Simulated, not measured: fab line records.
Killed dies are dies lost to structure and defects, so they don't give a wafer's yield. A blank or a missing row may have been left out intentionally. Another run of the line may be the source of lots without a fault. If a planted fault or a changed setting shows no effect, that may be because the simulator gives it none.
A lot that was struck, set against a sound lot	flow sky130	44 steps out of a route of 708
Sound: wafers L885.2, L885.4, L885.6. Struck: wafer L898.1 (left out: L898.5, L898.6 of the same lot, which were not struck); the cause appears at the end.
For every step that has rows: the tool of each side, followed by ch and its chambers, followed by its first start. Under that, the readings that differ: sound wafers	struck wafers	difference of the means	sigmas: that difference in standard deviations of wafers without a fault.
alike: readings whose means differ by less than 2 such deviations, and words and numbers that are the same on both sides. not compared: withheld readings, readings that some wafer has no value for, bounds like >300 that may hide the same value, and numbers for which the record gives no deviation and whose values overlap.
A row with sigmas, a row that says differs or no value, or rows on one side alone: a step with any of these is where the two part. Numbers that have no deviation but don't overlap get no sigmas and don't part them. A reading missing from all wafers of one side parts the sides only when that side holds two or more wafers.

first, 5 steps without rows for these wafers: SKY_VIA3_ETCH_15 (etches SiO2 in C4F8/O2/Ar, stops on TiN, target depth 507 nm, time 78 s); SKY_VIA3_STRIP_16 (strips in O2/N2); SKY_VIA3_STRIP_17 (strips in post etch residue remover, time 1200 s); SKY_VIA3_CLEAN_18 (cleans in IPA, time 180 s); SKY_VIA3_CLEAN_19 (cleans in O3/DIW).
SKY_VIA3_SPUTTER_20: material TiN, target thk 20 nm, time 80 s.
  struck on pvd-sputter-02, day 43 05:24; sound on pvd-sputter-04, day 39 06:17
  alike: throttle-valve-pct
then, 1 step without rows for these wafers: SKY_VIA3_CVD_21 (deposits W, target thk 390 nm, time 117.31 s).
SKY_VIA3_RS_MEAS_22: a four-point-probe measurement.
  struck on film-metro-03, day 43 05:35; sound on film-metro-02, day 39 06:30
  alike: VIA3_W_RS
SKY_VIA3_THK_MEAS_23: measures by xrf.
  struck on film-metro-03, day 43 05:42; sound on film-metro-02, day 39 06:37
  alike: VIA3_W_THK
then, 3 steps without rows for these wafers: SKY_VIA3_CMP_24 (polishes, stops on SiO2, t overpolish 20 s, target thk 0 nm); SKY_METAL4_SPUTTER_00 (material Ti, target thk 15 nm, time 10 s); SKY_METAL4_SPUTTER_01 (material TiN, target thk 20 nm, time 16.7 s).
SKY_METAL4_SPUTTER_02: material AlCu, target thk 735 nm, time 39.1 s.
  struck on pvd-sputter-03, day 43 06:07; sound on pvd-sputter-03, day 39 07:00
reading	sound	struck	difference	sigmas
throttle-valve-pct (%)	28.6 27.9 28.8	30.8	+2.4	+2
model.AlCu_of_METAL4_SPUTTER_02.thk-nm (nm)	733.3 729.2 738.3	514.2	-219.4	
then, 1 step without rows for these wafers: SKY_METAL4_SPUTTER_03 (material Ti, target thk 5 nm, time 3.3 s).
SKY_METAL4_SPUTTER_04: material TiN, target thk 70 nm, time 58.3 s.
  struck on pvd-sputter-03, day 43 06:10; sound on pvd-sputter-03, day 39 07:04
  alike: throttle-valve-pct
SKY_CAP2M_CVD_00: deposits SiO2, target thk 15.5 nm.
  sound on pecvd-03 ch 1,2, day 39 07:07; struck on pecvd-03 ch 0, day 43 06:13
  alike: heater-power-w
SKY_CAP2M_THK_MEAS_01:
  struck on film-metro-04, day 43 06:14; sound on film-metro-03, day 39 07:08
  alike: CAP2M_CVD_00_THK
SKY_CAP2M_SPUTTER_02: material TiN, target thk 200 nm, time 166.7 s.
  struck on pvd-sputter-01, day 43 06:18; sound on pvd-sputter-04, day 39 07:11
  alike: throttle-valve-pct
SKY_CAP2M_RS_MEAS_03: a four-point-probe measurement.
  struck on film-metro-02, day 43 06:25; sound on film-metro-04, day 39 07:19
  alike: CAP2M_TIN_RS
SKY_CAP2M_THK_MEAS_04: measures by xrf.
  struck on film-metro-02, day 43 06:32; sound on film-metro-04, day 39 07:26
  alike: CAP2M_TIN_THK
then, 7 steps without rows for these wafers: SKY_CAP2M_DEHYDRATE_05 (time 60 s); SKY_CAP2M_HMDS_06 (prime time 60 s); SKY_CAP2M_COAT_07 (resist thk 1140 nm); SKY_CAP2M_SOFTBAKE_08 (time 60 s); SKY_CAP2M_EXPOSE_09 (exposes mask CAP2M, target cd 1000 nm); SKY_CAP2M_PEB_10; SKY_CAP2M_DEVELOP_11 (develop time 60 s).
SKY_CAP2M_OVL_MEAS_12:
  struck on overlay-01, day 44 04:41; sound on overlay-01, day 40 07:23
  alike: CAP2M_OVL
SKY_CAP2M_METAL_ETCH_13: etches TiN in Cl2/BCl3, stops on SiO2, target depth 220 nm, time 62.9 s.
  sound on rie-metal-01 ch 1, day 40 07:25; struck on rie-metal-04 ch 1, day 44 04:43
reading	sound	struck	difference	sigmas
drypump-motor-current-A (A)	4.93 4.88 4.90	5.82	+0.92	+3
  alike: he-backside-leak-sccm, oes-product-au, throttle-valve-pct
  not compared: rf-hours-counter-h
then, 12 steps without rows for these wafers: SKY_CAP2M_STRIP_14 (strips in O2/N2); SKY_CAP2M_STRIP_15 (strips in post etch residue remover, time 1200 s); SKY_CAP2M_CLEAN_16 (cleans in IPA, time 180 s); SKY_CAP2M_CLEAN_17 (cleans in O3/DIW); SKY_METAL4_DEHYDRATE_05 (time 60 s); SKY_METAL4_HMDS_06 (prime time 60 s); SKY_METAL4_COAT_07 (resist thk 60 nm); SKY_METAL4_COAT_08 (resist thk 1140 nm); SKY_METAL4_SOFTBAKE_09 (time 90 s); SKY_METAL4_EXPOSE_10 (exposes mask MM4, target cd 300 nm); SKY_METAL4_PEB_11; SKY_METAL4_DEVELOP_12 (develop time 60 s).
SKY_METAL4_CD_MEAS_13 targets a cd of 300 nm.
  struck on cd-sem-01, day 45 03:21; sound on cd-sem-01, day 41 09:04
  alike: cd-nm
SKY_METAL4_METAL_ETCH_18: etches the open film in Cl2/BCl3, stops on SiO2, target depth 845 nm, time 183.1 s.
  sound on rie-metal-03 ch 0,1, day 41 09:22; struck on rie-metal-03 ch 0, day 45 03:40
reading	sound	struck	difference	sigmas
drypump-motor-current-A (A)	5.72 6.63 6.64	5.70	-0.63	-2
oes-product-au (a.u.)	0.863 0.860 0.869	0.738	-0.126	-19
  alike: he-backside-leak-sccm, throttle-valve-pct
  not compared: rf-hours-counter-h
-- the record jumps here: 4 days lie between the struck wafers' starts before and after (it left off in module METAL4 and takes up again in module PAD_OPEN, whose first step shown is number 708 of the route) --
SKY_PAD_OPEN_PROBE_99:
  struck on prober-02, day 48 19:02; sound on prober-01, day 45 08:15
reading	sound	struck	difference	sigmas
model.etest.met4.line-ohm-um	0.1407 0.1408 0.1401	0.2057	+0.0652	
model.etest.met4.rs-ohm-sq	0.04273 0.04305 0.04272	0.06108	+0.01825	
  alike: defect-limited-yield, killed_at_M0_to_M3, killed_at_M4_up, killed-at-contacts, killed-at-front-end, killed-at-other, killed-dies, killed-open, killed-short, sort_bin_3_pad_short, sort_bin_5_function, sort_bin_6_memory, sort-n-pass, sort-yield-pct
  not compared: model.etest.via4-chain.rc-ohm

== WHERE THEY PART ==
First at SKY_METAL4_SPUTTER_02; last, within this record, at SKY_METAL4_METAL_ETCH_18. Later steps at which nothing parts them and some readings are alike: SKY_PAD_OPEN_PROBE_99.

WHY: what the simulator had put in
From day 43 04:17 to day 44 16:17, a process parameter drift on pvd-sputter-03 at SKY_METAL4_SPUTTER_02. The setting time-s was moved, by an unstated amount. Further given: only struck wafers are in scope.
